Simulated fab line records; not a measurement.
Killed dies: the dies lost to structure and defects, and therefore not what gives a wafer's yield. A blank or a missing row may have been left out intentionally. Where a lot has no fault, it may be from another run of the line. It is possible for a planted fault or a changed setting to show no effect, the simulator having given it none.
Struck lot and sound lot, side by side / flow sfq-line / 14 steps out of a route of 325
Sound: the wafers L849.1, L849.2, L849.3. Wafers L861.1, L861.4, L861.5 were the ones struck. Last of all comes the cause.
Order at every step that has rows: each side's tool, ch and its chambers, its first start. Under that, the readings that differ: sound wafers / struck wafers / difference of the means / sigmas: that difference in standard deviations of wafers without a fault.
alike: readings with means less than 2 such deviations apart, plus words and numbers identical on both sides. not compared: withheld readings, readings lacking a value on some wafer, bounds such as >300 that could conceal the same value, and numbers that have no deviation in the record and whose values overlap.
A row with sigmas, a row that says differs or no value, or rows on one side alone: a step with any of these is where the two part. When numbers do not overlap yet have no deviation, they are printed without sigmas and do not part them. A reading missing from all wafers of one side parts the sides only when that side holds two or more wafers.

first, 6 steps without rows for these wafers: SFQ_TRILAYER_M7_LITHO_COAT_182 (resist thk 62 nm); SFQ_TRILAYER_M7_LITHO_COAT_177 (resist thk 600 nm); SFQ_TRILAYER_M7_LITHO_SOFTBAKE_181; SFQ_TRILAYER_M7_LITHO_EXPOSE_178 (exposes mask M7, target cd 500 nm); SFQ_TRILAYER_M7_LITHO_PEB_180 (peb time 60 s); SFQ_TRILAYER_M7_LITHO_DEVELOP_179 (time 60 s).
SFQ_M7_OVL_MEAS_945:
  sound: overlay-02 at day 76 17:01; struck: overlay-02 at day 86 05:03
  alike: M7_OVL
SFQ_TRILAYER_M7_BARC_OPEN_METAL_ETCH_229: etches BARC in O2, target depth 125 nm, time 41.7 s.
  sound on rie-metal-01 ch 0,1, day 76 17:03; struck on rie-metal-03 ch 1, day 86 05:05
  alike: drypump-motor-current-A, oes-product-au, rf-fwd-power-W
  not compared: rf-hours-counter-h
SFQ_TRILAYER_M7_ETCH_METAL_ETCH_180: etches Nb in Cl2/Ar, stops on SiO2, target depth 240 nm, time 120 s.
  sound on rie-metal-01 ch 0,1, day 76 17:07; struck on rie-metal-03 ch 1, day 86 05:12
reading=rf-fwd-power-W (W); sound=599.8 597.3 599.5; struck=592.3 596.1 594.5; difference=-4.6; sigmas=-3
  alike: drypump-motor-current-A, oes-product-au
  not compared: rf-hours-counter-h
SFQ_TRILAYER_M7_STRIP_STRIP_181: strips in O2.
  sound on rie-metal-01 ch 0,1, day 76 17:14; struck on rie-metal-03 ch 1, day 86 05:27
  alike: drypump-motor-current-A, oes-product-au
  not compared: rf-hours-counter-h
then, 1 step without rows for these wafers: SFQ_TRILAYER_M7_STRIP_SOLV_CLEAN_182 (cleans in NMP, time 600 s).
SFQ_TRILAYER_I7_DEP_PECVD_183: deposits SiO2 from SiH4/N2O, time 111.11 s, target thk 500 nm.
  sound on pecvd-03 ch 0,1,2, day 76 18:11; struck on pecvd-03 ch 0,1,2, day 86 06:50
reading=heater-power-outer-w (W); sound=28 29 34; struck=8 0 14; difference=-23; sigmas=-3
reading=heater-power-w (W); sound=80 84 96; struck=53 44 69; difference=-31; sigmas=-2
reading=rf-fwd-power-W (W); sound=182.6 182.3 181.5; struck=256.0 255.7 255.2; difference=+73.5; sigmas=+99 or more
reading=showerhead-vpp-V (V); sound=895 790 850; struck=1057 929 995; difference=+149; sigmas=+4
reading=model.SiO2_of_TRILAYER_I7_DEP_PECVD_183.thk-nm (nm); sound=493.6 501.8 489.9; struck=547.2 562.5 558.8; difference=+61.1; sigmas=
  alike: chamber-pressure-Torr, throttle-valve-pct
SFQ_TRILAYER_I7_CMP_CMP_184: polishes SiO2.
  sound on cmp-01 ch 0,2,3, day 77 09:01; struck on cmp-02 ch 0,3, day 86 07:25
reading=time-to-endpoint-s (s); sound=213 226 208; struck=250 266 255; difference=+41; sigmas=+5
  alike: motor-current-A
SFQ_I7_BOW_MEAS_946:
  sound: film-metro-02 at day 77 12:01; struck: film-metro-03 at day 86 09:55
reading=I7_BOW (um); sound=-13 -12 -6; struck=24 21 18; difference=+31; sigmas=+3

WHERE THEY PART
Earliest at SFQ_TRILAYER_M7_ETCH_METAL_ETCH_180; latest, in this record, at SFQ_I7_BOW_MEAS_946.

WHY: what had been put in by the simulator
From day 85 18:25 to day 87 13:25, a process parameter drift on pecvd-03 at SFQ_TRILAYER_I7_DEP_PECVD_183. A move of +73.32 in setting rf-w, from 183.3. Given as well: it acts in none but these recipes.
